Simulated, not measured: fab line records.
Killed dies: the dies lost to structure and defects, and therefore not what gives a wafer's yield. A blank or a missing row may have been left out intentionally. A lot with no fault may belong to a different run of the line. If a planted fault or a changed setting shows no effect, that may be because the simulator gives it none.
Struck lot and sound lot, side by side | flow gf180mcu | 30 steps out of a route of 602
Sound: these wafers, L649.1, L649.4, L649.6. Wafers struck: L653.4, L653.5, L653.6. The cause comes at the end.
Order at every step that has rows: each side's tool, ch and its chambers, its first start. Under that, the readings that differ: sound wafers | struck wafers | difference of the means | sigmas: that difference in standard deviations of wafers without a fault.
alike: readings whose means differ by less than 2 such deviations, and words and numbers that are the same on both sides. not compared: withheld readings, readings that some wafer has no value for, bounds like >300 that may hide the same value, and numbers for which the record gives no deviation and whose values overlap.
A row with sigmas, a row that says differs or no value, or rows on one side alone: a step with any of these is where the two part. Numbers that don't overlap but have no deviation are shown without sigmas and don't part them. A reading that every wafer of one side lacks parts them only if that side has two wafers or more.

GF_STI_BOW_MEAS_00:
  sound on film_metro-01 at day 1 20:00; struck on film_metro-02 at day 2 16:04
  alike: INCOMING_BOW
GF_STI_OXIDATION_01: stabilise 600 s, purge 300 s, target thk 10 nm.
  sound on furnace-02 ch 0, day 1 20:07; struck on furnace-02 ch 0, day 2 16:37
  reading                                    | sound             | struck            | difference | sigmas
  ox_time_s (s)                              | 1418 1418 1418    | 2127 2127 2127    | +709       |
  model.SiO2_of_STI_OXIDATION_01.thk_nm (nm) | 9.788 9.933 9.932 | 13.44 13.36 13.45 | +3.53      |
  alike: zone_power_upper_pct
GF_STI_THK_MEAS_02:
  sound on film_metro-02 at day 1 21:31; struck on film_metro-02 at day 2 18:03
  reading                | sound          | struck            | difference | sigmas
  STI_OXIDATION_THK (nm) | 9.81 9.96 9.96 | 13.47 13.43 13.48 | +3.55      | +18
then, 1 step without rows for these wafers: GF_STI_CVD_03 (deposits Si3N4 from DCS/NH3, target thk 207.16 nm, time 3551 s).
GF_STI_THK_MEAS_04:
  sound on film_metro-02 at day 1 23:34; struck on film_metro-04 at day 2 20:05
  reading             | sound             | struck            | difference | sigmas
  STI_CVD_03_THK (nm) | 208.2 209.0 210.3 | 205.6 206.6 205.1 | -3.4       | -2
then, 7 steps without rows for these wafers: GF_STI_DEHYDRATE_05 (time 60 s); GF_STI_HMDS_06 (prime time 60 s); GF_STI_COAT_07 (resist thk 700 nm); GF_STI_SOFTBAKE_08 (time 60 s); GF_STI_EXPOSE_09 (exposes mask COMP, target cd 220 nm); GF_STI_PEB_10 (peb time 90 s); GF_STI_DEVELOP_11 (develop time 60 s).
GF_STI_CD_MEAS_12: the cd target is 220 nm.
  sound on cd_sem-01 at day 2 11:59; struck on cd_sem-02 at day 3 08:12
  alike: cd_nm
GF_STI_ETCH_13: etches the open film in CHF3/O2, stops on Si, target depth 282.31 nm, time 112.9 s.
  sound on rie_diel-02 ch 0,1,3, day 2 12:07; struck on rie_diel-03 ch 0,1,2, day 3 08:16
  reading               | sound             | struck            | difference | sigmas
  oes_product_au (a.u.) | 0.838 0.835 0.846 | 0.827 0.823 0.818 | -0.017     | -3
  alike: drypump_motor_current_A, throttle_valve_pct
  not compared: rf_hours_counter_h
GF_STI_ETCH_14: etches Si in HBr/Cl2/O2, target depth 360 nm, time 102.9 s.
  sound on rie_si-02 ch 1,3, day 2 12:11; struck on rie_si-01 ch 1,2,3, day 3 08:20
  reading                     | sound       | struck      | difference | sigmas
  drypump_motor_current_A (A) | 4.7 5.2 4.7 | 6.3 6.8 5.5 | +1.3       | +2
  alike: oes_product_au, throttle_valve_pct
  not compared: rf_hours_counter_h
GF_STI_STRIP_15: strips in O2/N2.
  sound on plasma_asher-03 ch 1, day 2 12:16; struck on plasma_asher-03 ch 0,1, day 3 08:27
  alike: drypump_motor_current_A, heater_power_w, oes_product_au, strip_time_to_endpoint_s
  not compared: rf_hours_counter_h
then, 6 steps without rows for these wafers: GF_STI_CLEAN_16 (cleans in dHF, time 25 s); GF_STI_WET_ETCH_17 (etches Si3N4 in H3PO4, target depth 45 nm, time 514 s); GF_STI_CLEAN_18 (cleans in SC1/SC2, time 150 s); GF_STI_CLEAN_19 (cleans in dHF, time 20 s); GF_STI_WET_ETCH_20 (etches SiO2 in dHF, target depth 20 nm, time 400 s); GF_STI_OXIDATION_21 (stabilise 600 s, purge 300 s, target thk 15 nm).
GF_STI_THK_MEAS_22:
  sound on film_metro-01 at day 2 14:05; struck on film_metro-02 at day 3 12:19
  alike: STI_OXIDATION_01_THK
then, 1 step without rows for these wafers: GF_STI_CVD_23 (deposits SiO2, target thk 650 nm, time 108.3 s).
GF_STI_THK_MEAS_24:
  sound on film_metro-02 at day 2 14:14; struck on film_metro-01 at day 3 12:27
  alike: STI_CVD_23_THK
GF_STI_CMP_25: polishes, stops on Si3N4, t overpolish 33 s, target thk 524.6 nm.
  sound on cmp-02 ch 0,2,3, day 2 14:23; struck on cmp-02 ch 0,1,2, day 3 12:35
  alike: motor_current_A, slurry_flow_ml_min
then, 1 step without rows for these wafers: GF_STI_WET_ETCH_26 (etches SiO2 in dHF, target depth 94 nm, time 188 s).
GF_STI_WET_ETCH_27: etches Si3N4 in H3PO4, target depth 160 nm, time 1825 s.
  sound on wet_bench-02 ch 0, day 2 14:39; struck on wet_bench-02 ch 0, day 3 12:51
  reading                                    | sound             | struck            | difference | sigmas
  model.SiO2_of_STI_OXIDATION_01.thk_nm (nm) | 9.718 9.864 9.862 | 13.37 13.29 13.38 | +3.53      |
  alike: temp_c
then, 1 step without rows for these wafers: GF_STI_WET_ETCH_28 (etches SiO2 in dHF, target depth 20 nm, time 40 s).
-- the record jumps here: 27 days lie between the struck wafers' starts before and after (it left off in module STI and takes up again in module PASSIVATION, whose first step shown is number 602 of the route) --
GF_PASSIVATION_PROBE_99:
  rows exist in the record for the struck wafers here (prober-02, day 30 20:44), but not for the sound ones

WHERE THEY PART
Earliest at GF_STI_THK_MEAS_02; latest, in this record, at GF_PASSIVATION_PROBE_99.

WHY: what the simulator had put in
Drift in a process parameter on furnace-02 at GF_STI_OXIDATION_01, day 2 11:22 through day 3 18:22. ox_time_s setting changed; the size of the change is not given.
